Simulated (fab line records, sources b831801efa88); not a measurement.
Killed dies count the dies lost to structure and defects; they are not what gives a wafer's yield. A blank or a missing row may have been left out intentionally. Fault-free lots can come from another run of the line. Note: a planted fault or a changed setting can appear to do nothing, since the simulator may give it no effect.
The tool behind it: which one? || flow sky130 || 36 wafers from 12 lots sampled at 3 of the route's 708 steps

WHAT THE GAUGES SHOWED, per wafer
SKY_METAL4_CD_MEAS_13: the cd target is 300 nm.
{"lot": "L077", "measured": "day 43 03:46", "on": "cdSem-02", "cdNm (nm)": "298.6 298.0 299.0"}
{"lot": "L076", "measured": "day 43 05:20", "on": "cdSem-02", "cdNm (nm)": "298.7 297.8 298.3"}
{"lot": "L079", "measured": "day 43 07:10", "on": "cdSem-02", "cdNm (nm)": "299.5 300.3 299.1"}
{"lot": "L081", "measured": "day 43 21:32", "on": "cdSem-02", "cdNm (nm)": "301.0 301.9 299.8"}
{"lot": "L084", "measured": "day 44 15:52", "on": "cdSem-02", "cdNm (nm)": "298.6 300.3 298.5"}
{"lot": "L085", "measured": "day 44 19:32", "on": "cdSem-02", "cdNm (nm)": "302.7 302.5 300.5"}
{"lot": "L088", "measured": "day 46 08:06", "on": "cdSem-02", "cdNm (nm)": "299.8 301.5 301.3"}
{"lot": "L090", "measured": "day 46 18:54", "on": "cdSem-02", "cdNm (nm)": "302.9 302.4 302.0"}
{"lot": "L092", "measured": "day 46 23:53", "on": "cdSem-02", "cdNm (nm)": "299.5 301.0 300.3"}
{"lot": "L093", "measured": "day 47 05:48", "on": "cdSem-02", "cdNm (nm)": "297.6 298.7 299.9"}
{"lot": "L095", "measured": "day 47 21:18", "on": "cdSem-02", "cdNm (nm)": "301.6 300.1 299.6"}
{"lot": "L097", "measured": "day 48 06:12", "on": "cdSem-02", "cdNm (nm)": "300.9 301.0 301.1"}

WHICH TOOL RAN EACH LOT (tool, then ch and the chambers of the sampled wafers, then the start)
{"lot": "L077", "SKY_VIA3_SOFTBAKE_08": "lithoTrack-03 ch 0, day 41 01:40 or earlier", "SKY_VIA3_ETCH_15": "rieDiel-02 ch 0,1, day 41 01:40"}
{"lot": "L076", "SKY_VIA3_SOFTBAKE_08": "lithoTrack-02 ch 0, day 41 03:35 or earlier", "SKY_VIA3_ETCH_15": "rieDiel-03 ch 0,1,2, day 41 03:35"}
{"lot": "L079", "SKY_VIA3_SOFTBAKE_08": "lithoTrack-01 ch 0, day 41 06:04 or earlier", "SKY_VIA3_ETCH_15": "rieDiel-02 ch 1,2,3, day 41 06:04"}
{"lot": "L081", "SKY_VIA3_SOFTBAKE_08": "lithoTrack-03 ch 0, day 41 19:55 or earlier", "SKY_VIA3_ETCH_15": "rieDiel-02 ch 0,1, day 41 19:55"}
{"lot": "L084", "SKY_VIA3_SOFTBAKE_08": "lithoTrack-02 ch 0, day 42 16:10 or earlier", "SKY_VIA3_ETCH_15": "rieDiel-02 ch 1,3, day 42 16:10"}
{"lot": "L085", "SKY_VIA3_SOFTBAKE_08": "lithoTrack-02 ch 0, day 42 19:31 or earlier", "SKY_VIA3_ETCH_15": "rieDiel-02 ch 2,3, day 42 19:31"}
{"lot": "L088", "SKY_VIA3_SOFTBAKE_08": "lithoTrack-01 ch 0, day 44 08:43 or earlier", "SKY_VIA3_ETCH_15": "rieDiel-03 ch 0,1,3, day 44 08:43"}
{"lot": "L090", "SKY_VIA3_SOFTBAKE_08": "lithoTrack-03 ch 0, day 44 20:04 or earlier", "SKY_VIA3_ETCH_15": "rieDiel-04 ch 0,1,3, day 44 20:04"}
{"lot": "L092", "SKY_VIA3_SOFTBAKE_08": "lithoTrack-02 ch 0, day 45 02:13 or earlier", "SKY_VIA3_ETCH_15": "rieDiel-02 ch 0,1,2, day 45 02:13"}
{"lot": "L093", "SKY_VIA3_SOFTBAKE_08": "lithoTrack-01 ch 0, day 45 09:44 or earlier", "SKY_VIA3_ETCH_15": "rieDiel-02 ch 1,2, day 45 09:44"}
{"lot": "L095", "SKY_VIA3_SOFTBAKE_08": "lithoTrack-03 ch 0, day 46 01:31 or earlier", "SKY_VIA3_ETCH_15": "rieDiel-02 ch 0,2, day 46 01:31"}
{"lot": "L097", "SKY_VIA3_SOFTBAKE_08": "lithoTrack-02 ch 0, day 46 12:08 or earlier", "SKY_VIA3_ETCH_15": "rieDiel-03 ch 0,1,2, day 46 12:08"}
- SKY_VIA3_SOFTBAKE_08: time 91.85 s.
- SKY_VIA3_ETCH_15: etches SiO2 in C4F8/O2/Ar, stops on TiN, target depth 507 nm, time 78 s.

THE ANSWER, worked out from the rows above alone
Rule: what is usual is taken from the lots themselves. The widest of any qualifying gaps counts: lots, ordered by their means at a reading, are off when they make up no more than a third of the lots, leave a main group of 4 or more, and stand apart from it by 3 or more times the standard deviation of that group's means. A main group is skipped when, at the precision printed for the reading in the tables above, its means are all equal. Also off: a lot with no number at a reading for which 4 or more lots have one. The other lots that the step has rows for count as sound.
No lot is off on any of the readings shown, so nothing can be concluded from this.

WHAT HAD BEEN PUT IN BY THE SIMULATOR
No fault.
